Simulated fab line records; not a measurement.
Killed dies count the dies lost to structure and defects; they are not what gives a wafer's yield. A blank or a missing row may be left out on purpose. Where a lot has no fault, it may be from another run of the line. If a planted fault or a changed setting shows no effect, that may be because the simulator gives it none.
fab line records	flow sky130
record lots=10	wafers=30	last_day=50
route steps=708 shown METAL3@565 METAL4@634 VIA4@650 METAL5@676 PAD_OPEN@708
lots that met no fault: from a run of the same line without faults
start_h: hours from the record's first day to the start of the lot's first wafer shown	wait_h: hours since the lot's step before	" unchanged from the row above	L1.1+2: a row that stands for several wafers	- no value, or no start given	* or withheld: withheld	< > ~ a bound
route shown NAME@n: a module of which the file shows steps, and the number in the route of the first	usual: the fault-free wafers' mean and standard deviation	same: alike in all rows	chamber/n: place in a boat	sites: per-site readings	_std_site: how widely they spread, as a standard deviation	_edge_site: the outer-site mean with the inner-site mean subtracted	radius_mm: how far each site lies from the wafer's centre	mask NAME#n: copy n	behind: tool/chamber where the wafer was last shaped	hold: why the lot was held/for how many hours/how that ended	device: which transistor (n, p or np) failed to switch	end of line: tests of these same wafers at the route's end	step lacking rows: just its recipe	killed: at the first sort, the dies lost to defects and structure; wafer yield is something else	map: a wafer's dies, x killed, . not, _ none there
set.NAME: the setting the step ran with; set.NAME@STEP: the setting that earlier step ran with	model.NAME: the simulator's own value behind a step, which no gauge read
a sample of lots followed through the steps of the route, with each step as a table and each wafer as a row
services: when a tool's chamber went out of use (start_h, in hours from the record's first day, below 0 if earlier), for how many hours, and the reason
## steps
# step SKY_METAL3_DESCUM_15
# recipe chemistry=O2	source_power_w=150	bias_power_w=0	pressure_mtorr=10	temp_c=40	time_s=8
# usual drypump_motor_current_A=6.13/0.21	oes_product_au=0.997/0.01
# same time_s=8
lot.wafer	tool	chamber	start_h	wait_h	drypump_motor_current_A	oes_product_au	rf_hours_counter_h
L573.1	rie_metal-03	1	893.18	0.0	6.17	1.000	15
L573.2	"	0	"	"	6.16	1.005	7
L573.3	"	1	"	"	6.16	1.004	-
L576.1	rie_metal-02	1	939.30	0.0	6.23	0.989	5
L576.3	"	0	"	"	5.73	0.997	-
L576.6	"	1	"	"	6.23	1.003	-
L577.2	rie_metal-03	1	942.43	0.0	6.13	0.992	16
L577.4	"	0	"	"	6.12	0.989	-
L577.6	"	0	"	"	6.10	1.001	-
L578.2	rie_metal-02	1	943.13	0.0	6.23	1.000	6
L578.3	"	1	"	"	6.23	1.000	-
L578.4	"	0	"	"	5.70	1.007	-
L579.1	rie_metal-01	1	946.23	0.0	6.22	0.991	11
L579.2	"	0	"	"	6.39	0.980	15
L579.4	"	0	"	"	6.37	0.977	-
L589.1	rie_metal-01	1	1015.20	0.0	6.20	0.991	14
L589.2	"	0	"	"	6.38	0.980	18
L589.5	"	1	"	"	6.21	1.001	-
L590.3	rie_metal-01	0	1015.68	0.0	6.37	0.982	-
L590.5	"	0	"	"	6.38	0.989	-
L590.6	"	1	"	"	6.23	0.994	-
L592.1	rie_metal-01	0	1037.35	0.0	6.39	0.987	20
L592.2	"	1	"	"	6.22	0.996	16
L592.4	"	1	"	"	6.20	0.994	-
L593.3	rie_metal-02	0	1045.31	0.0	5.71	1.005	-
L593.5	"	0	"	"	5.72	1.014	-
L593.6	"	1	"	"	6.22	1.000	-
L596.2	rie_metal-02	0	1051.83	0.0	5.74	1.003	15
L596.3	"	0	"	"	5.73	1.006	-
L596.5	"	1	"	"	6.25	1.001	-
# step SKY_METAL4_METAL_ETCH_18
# recipe target_depth_a=8450	stop_on=SiO2	over_etch_frac=0.3	time_s=183.1	chemistry=Cl2/BCl3	resist_sidewall_deg=88	pressure_mtorr=10	icp_w=900	bias_w=48.5	Cl2_flow_sccm=60	bcl3_flow_sccm=30
# usual drypump_motor_current_A=5.9/0.47	oes_product_au=0.865/0.0054	over_etch_frac=0.3/0	throttle_valve_pct=22.265/0.0089
# same time_s=183.1
lot.wafer	tool	chamber	start_h	wait_h	drypump_motor_current_A	oes_product_au	over_etch_frac	rf_hours_counter_h	throttle_valve_pct
L573.1	rie_metal-02	1	970.96	0.0	6.2	0.865	0.3	8	22.286
L573.2	"	0	"	"	5.7	0.860	0.3	10	22.259
L573.3	"	1	"	"	6.2	0.867	0.3	-	22.267
L576.1	rie_metal-02	0	1015.47	0.0	5.7	0.859	0.3	12	22.278
L576.3	"	1	"	"	6.2	0.868	0.3	-	22.275
L576.6	"	0	"	"	5.7	0.869	0.3	-	22.252
L577.2	rie_metal-02	0	1016.41	0.0	5.7	0.869	0.3	13	22.264
L577.4	"	1	"	"	6.2	0.868	0.3	-	22.264
L577.6	"	0	"	"	5.7	0.862	0.3	-	22.257
L578.2	rie_metal-04	1	1018.51	0.0	5.4	0.871	0.3	16	22.262
L578.3	"	0	"	"	4.9	0.871	0.3	-	22.267
L578.4	"	1	"	"	5.3	0.864	0.3	-	22.258
L579.1	rie_metal-02	1	1020.43	0.0	6.2	0.865	0.3	11	22.271
L579.2	"	0	"	"	5.7	0.860	0.3	13	22.250
L579.4	"	0	"	"	5.7	0.876	0.3	-	22.258
L589.1	rie_metal-02	0	1084.06	0.0	5.7	0.864	0.3	17	22.265
L589.2	"	1	"	"	6.2	0.931	0.13075	15	22.256
L589.5	"	1	"	"	6.2	0.865	0.3	-	22.255
L590.3	rie_metal-02	1	1084.80	0.1	6.2	0.858	0.3	-	22.268
L590.5	"	1	"	"	6.2	0.860	0.3	-	22.257
L590.6	"	0	"	"	5.7	0.930	0.13075	-	22.255
L592.1	rie_metal-04	1	1105.38	0.0	5.3	0.871	0.3	23	22.265
L592.2	"	0	"	"	4.9	0.875	0.3	10	22.274
L592.4	"	0	"	"	4.9	0.868	0.3	-	22.273
L593.3	rie_metal-04	0	1112.47	0.1	4.9	0.870	0.3	-	22.266
L593.5	"	0	"	"	5.0	0.870	0.3	-	22.276
L593.6	"	1	"	"	5.3	0.872	0.3	-	22.268
L596.2	rie_metal-01	0	1117.72	0.0	6.4	0.875	0.3	24	22.261
L596.3	"	1	"	"	6.3	0.866	0.3	-	22.273
L596.5	"	0	"	"	6.4	0.866	0.3	-	22.240
# step SKY_METAL4_STRIP_19
# recipe chemistry=O2/N2	power_w=1400	pressure_mtorr=1500	platen_temp_c=withheld	o2_flow_sccm=3000	n2_flow_sccm=300	overash_fraction=0.5
# usual drypump_motor_current_A=5.8/0.59	n2_flow_sccm=300.1/0.86	o2_flow_sccm=2998/8.6	oes_product_au=0.502/0.0052	strip_time_to_endpoint_s=6.54/0.085
lot.wafer	tool	chamber	start_h	wait_h	drypump_motor_current_A	n2_flow_sccm	o2_flow_sccm	oes_product_au	rf_hours_counter_h	strip_time_to_endpoint_s
L573.1	plasma_asher-04	0	971.14	0.1	6.2	299.9	3007	0.500	117	6.55
L573.2	"	1	"	"	5.2	299.4	2996	0.505	117	6.49
L573.3	"	0	"	"	6.2	299.7	2996	0.498	-	6.60
L576.1	plasma_asher-03	1	1015.64	0.1	6.6	299.4	3009	0.498	88	6.51
L576.3	"	0	"	"	5.2	299.2	3005	0.496	-	6.50
L576.6	"	1	"	"	6.5	300.9	2995	0.499	-	6.54
L577.2	plasma_asher-01	1	1016.59	0.1	6.6	301.8	2993	0.496	27	6.48
L577.4	"	0	"	"	5.3	300.1	2997	0.505	-	6.60
L577.6	"	0	"	"	5.3	300.1	2989	0.499	-	6.53
L578.2	plasma_asher-04	0	1018.69	0.1	6.1	301.1	2991	0.498	122	6.55
L578.3	"	1	"	"	5.2	300.5	3000	0.500	-	6.28
L578.4	"	0	"	"	6.2	301.2	3001	0.498	-	6.45
L579.1	plasma_asher-04	0	1020.61	0.1	6.2	300.5	2998	0.507	122	6.55
L579.2	"	1	"	"	5.2	299.4	2987	0.491	122	6.45
L579.4	"	0	"	"	6.1	301.0	2991	0.502	-	6.48
L589.1	plasma_asher-04	0	1084.24	0.1	6.1	301.9	3001	0.503	2	6.51
L589.2	"	1	"	"	5.2	299.3	3005	0.531	2	7.23
L589.5	"	0	"	"	6.2	300.1	3001	0.504	-	6.56
L590.3	plasma_asher-04	0	1084.96	0.1	6.1	299.6	3016	0.500	-	6.52
L590.5	"	1	"	"	5.2	300.6	3006	0.501	-	6.52
L590.6	"	0	"	"	6.1	299.5	3008	0.524	-	7.19
L592.1	plasma_asher-03	1	1105.56	0.1	6.5	299.4	2997	0.500	97	6.55
L592.2	"	0	"	"	5.2	299.6	3007	0.501	97	6.40
L592.4	"	0	"	"	5.2	300.6	3000	0.495	-	6.46
L593.3	plasma_asher-03	0	1112.62	0.1	5.2	299.3	2995	0.501	-	6.39
L593.5	"	1	"	"	6.6	299.2	3013	0.498	-	6.40
L593.6	"	0	"	"	5.2	299.6	2996	0.506	-	6.55
L596.2	plasma_asher-04	0	1117.89	0.1	6.2	298.3	2995	0.514	5	6.66
L596.3	"	1	"	"	5.2	301.2	3009	0.510	-	6.63
L596.5	"	1	"	"	5.2	300.9	3006	0.509	-	6.75
# step SKY_VIA4_OVL_MEAS_11
# usual VIA4_OVL=-0.6/1.5
lot.wafer	tool	chamber	start_h	wait_h	VIA4_OVL[nm]
L573.1	overlay-01	-	995.91	0.1	-2.6
L573.2	"	-	"	"	-0.9
L573.3	"	-	"	"	-0.7
L576.1	overlay-02	-	1038.29	0.1	-1.0
L576.3	"	-	"	"	-1.5
L576.6	"	-	"	"	-2.0
L577.2	overlay-01	-	1040.35	0.1	2.1
L577.4	"	-	"	"	2.0
L577.6	"	-	"	"	0.5
L578.2	overlay-02	-	1042.22	0.1	2.0
L578.3	"	-	"	"	-0.8
L578.4	"	-	"	"	0.4
L579.1	overlay-02	-	1043.66	0.1	-0.9
L579.2	"	-	"	"	-2.0
L579.4	"	-	"	"	-1.5
L589.1	overlay-01	-	1106.81	0.1	-1.5
L589.2	"	-	"	"	-2.6
L589.5	"	-	"	"	-2.3
L590.3	overlay-01	-	1107.19	0.1	-2.3
L590.5	"	-	"	"	-3.1
L590.6	"	-	"	"	-2.5
L592.1	overlay-02	-	1125.76	0.1	-2.3
L592.2	"	-	"	"	-1.4
L592.4	"	-	"	"	0.8
L593.3	overlay-02	-	1131.97	0.1	-0.2
L593.5	"	-	"	"	3.0
L593.6	"	-	"	"	0.6
L596.2	overlay-02	-	1138.05	0.1	-0.4
L596.3	"	-	"	"	-0.1
L596.5	"	-	"	"	0.4
# step SKY_METAL5_METAL_ETCH_15
# recipe target_depth_a=12600	stop_on=SiO2	over_etch_frac=0.2	time_s=252	chemistry=Cl2/BCl3	resist_sidewall_deg=86	pressure_mtorr=10	icp_w=900	bias_w=48.5	Cl2_flow_sccm=60	bcl3_flow_sccm=30
# usual drypump_motor_current_A=5.7/0.49	oes_product_au=0.894/0.0054	over_etch_frac=0.2/0	throttle_valve_pct=22.264/0.0091
# same time_s=252
lot.wafer	tool	chamber	start_h	wait_h	drypump_motor_current_A	oes_product_au	over_etch_frac	rf_hours_counter_h	throttle_valve_pct
L573.1	rie_metal-02	1	1021.17	0.0	6.2	0.897	0.2	11	22.258
L573.2	"	0	"	"	5.8	0.898	0.2	13	22.274
L573.3	"	0	"	"	5.7	0.899	0.2	-	22.270
L576.1	rie_metal-02	0	1061.02	0.0	5.7	0.892	0.2	16	22.273
L576.3	"	1	"	"	6.2	0.902	0.2	-	22.279
L576.6	"	0	"	"	5.7	0.895	0.2	-	22.258
L577.2	rie_metal-04	1	1062.60	0.0	5.3	0.903	0.2	19	22.281
L577.4	"	0	"	"	4.9	0.895	0.2	-	22.270
L577.6	"	1	"	"	5.4	0.888	0.2	-	22.263
L578.2	rie_metal-03	0	1065.21	0.1	6.1	0.889	0.2	-	22.256
L578.3	"	0	"	"	6.1	0.885	0.2	-	22.273
L578.4	"	0	"	"	6.1	0.891	0.2	-	22.267
L579.1	rie_metal-04	0	1066.71	0.0	4.9	0.892	0.2	7	22.258
L579.2	"	1	"	"	5.4	0.896	0.2	20	22.267
L579.4	"	0	"	"	4.9	0.895	0.2	-	22.264
L589.1	rie_metal-04	1	1126.44	0.0	5.3	0.898	0.2	24	22.255
L589.2	"	0	"	"	4.9	0.890	0.2	11	22.268
L589.5	"	1	"	"	5.3	0.886	0.2	-	22.282
L590.3	rie_metal-03	0	1126.82	0.1	6.1	0.888	0.2	-	22.273
L590.5	"	0	"	"	6.1	0.901	0.2	-	22.267
L590.6	"	1	"	"	6.1	0.891	0.2	-	22.257
L592.1	rie_metal-02	1	1145.49	0.0	6.2	0.905	0.2	20	22.244
L592.2	"	0	"	"	5.7	0.894	0.2	22	22.264
L592.4	"	1	"	"	6.2	0.901	0.2	-	22.257
L593.3	rie_metal-04	1	1152.12	0.1	5.3	0.889	0.2	-	22.254
L593.5	"	0	"	"	4.9	0.889	0.2	-	22.260
L593.6	"	1	"	"	5.4	0.900	0.2	-	22.270
L596.2	rie_metal-03	0	1157.39	0.0	6.1	0.886	0.2	23	22.274
L596.3	"	1	"	"	6.2	0.902	0.2	-	22.263
L596.5	"	1	"	"	6.2	0.886	0.2	-	22.264
# step SKY_PAD_OPEN_PROBE_99
# usual defect_limited_yield=82.7/2.1	killed_at_M0_to_M3=43/7.2	killed_at_M4_up=3.3/1.8	killed_at_contacts=23/5.5	killed_at_front_end=16/5.1	killed_at_other=0.4/0.65	killed_dies=85/10	killed_open=46/7.1	killed_short=38/7.2	sort_bin_3_pad_short=0.9/0.41	sort_bin_5_function=10.2/1.5	sort_bin_6_memory=6.2/1.1	sort_n_pass=407/10	sort_yield_pct=82.7/2.1
# same gross_dies=492	killed_at_back_side=0	sort_bin_4_leakage[%]=0	sort_bin_8_speed[%]=0
lot.wafer	tool	chamber	start_h	wait_h	defect_limited_yield[%]	killed_at_M0_to_M3	killed_at_M4_up	killed_at_contacts	killed_at_front_end	killed_at_other	killed_dies	killed_open	killed_short	sort_bin_3_pad_short[%]	sort_bin_5_function[%]	sort_bin_6_memory[%]	sort_n_pass	sort_yield_pct[%]
L589.1	prober-01	-	1165.53	0.1	83.9	41	1	30	7	0	79	47	32	0.8	10.2	5.1	413	83.9
L589.2	prober-01	-	1165.58	0.1	83.5	42	3	22	14	0	81	45	36	1.4	9.6	5.5	411	83.5
L589.5	prober-01	-	1165.73	0.2	82.5	47	2	27	10	0	86	42	44	1.8	8.7	6.9	406	82.5
# killed by level:class
L589.1 VIA1:geometric_particle:open=16 CONTACT:geometric_particle:open=11 LI_CONTACT:geometric_particle:open=10 METAL1:geometric_particle:short=6 CONTACT:geometric_particle:short=5 LI_CONTACT:geometric_particle:short=4 METAL2:geometric_particle:short=4 VIA1:geometric_particle:short=3
L589.2 LI_CONTACT:geometric_particle:open=8 VIA1:geometric_particle:open=8 CONTACT:geometric_particle:open=6 FIELD_ISO:geometric_particle:open=5 CONTACT:geometric_particle:short=5 METAL1:geometric_particle:short=5 VIA1:geometric_particle:short=5 VIA2:geometric_particle:open=5
L589.5 CONTACT:geometric_particle:open=9 CONTACT:geometric_particle:short=7 VIA1:geometric_particle:short=7 VIA1:geometric_particle:open=7 METAL2:geometric_particle:short=7 VIA2:geometric_particle:open=6 LI_CONTACT:geometric_particle:open=5 METAL1:geometric_particle:short=5
## services
tool	chamber	start_h	hours	kind
rie_metal-03	0	871.79	5.1	repair
rie_metal-03	-	913.56	28.1	pm
rie_metal-04	0	917.64	-	clean
rie_metal-04	0	917.64	19.2	scheduled_down
rie_metal-04	0	917.64	19.2	vent_cycle
plasma_asher-01	-	947.24	0.9	repair
rie_metal-03	-	949.76	1.4	pm
rie_metal-04	1	962.81	13.1	repair
rie_metal-01	-	974.44	0.9	repair
plasma_asher-04	-	980.56	2.8	pm
rie_metal-04	-	997.15	2.8	pm
rie_metal-03	0	1014.02	8.4	repair
rie_metal-03	1	1020.78	39.1	repair
plasma_asher-04	-	1055.25	9.0	pm
plasma_asher-04	0	1055.25	9.0	vent_cycle
plasma_asher-04	1	1055.25	9.0	vent_cycle
rie_metal-03	1	1059.84	-	clean
rie_metal-03	1	1059.84	19.2	scheduled_down
plasma_asher-04	0	1064.25	-	clean
plasma_asher-04	1	1064.25	-	clean
rie_metal-01	0	1083.41	7.9	repair
plasma_asher-04	-	1111.62	4.3	repair
plasma_asher-03	-	1138.41	0.7	repair
plasma_asher-01	-	1142.81	6.8	repair
## key
first_sign step=SKY_METAL4_METAL_ETCH_18	reading=over_etch_frac	direction=down	sigmas=99+	usual=0.3	struck=0.13075
effect step=SKY_METAL4_METAL_ETCH_18	reading=oes_product_au	direction=up	sigmas=12	usual=0.865	struck=0.930
effect step=SKY_METAL4_STRIP_19	reading=strip_time_to_endpoint_s	direction=up	sigmas=7.8	usual=*	struck=*
met_at SKY_METAL4_METAL_ETCH_18
struck_lots L589,L590
struck_wafers L589.2,L590.6
not_acting_at SKY_METAL3_DESCUM_15,SKY_VIA4_OVL_MEAS_11,SKY_METAL5_METAL_ETCH_15
onset_between 1020.43 1084.06
fault kind=process_parameter_drift	tool=rie_metal-02	chamber=-	onset_h=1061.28	steps=SKY_METAL4_METAL_ETCH_18	channel=over_etch_frac	offset=-0.16925	shape=step	end_h=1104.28	scope=struck_wafers_only	acts_in=these_recipes_only	stated=0.3
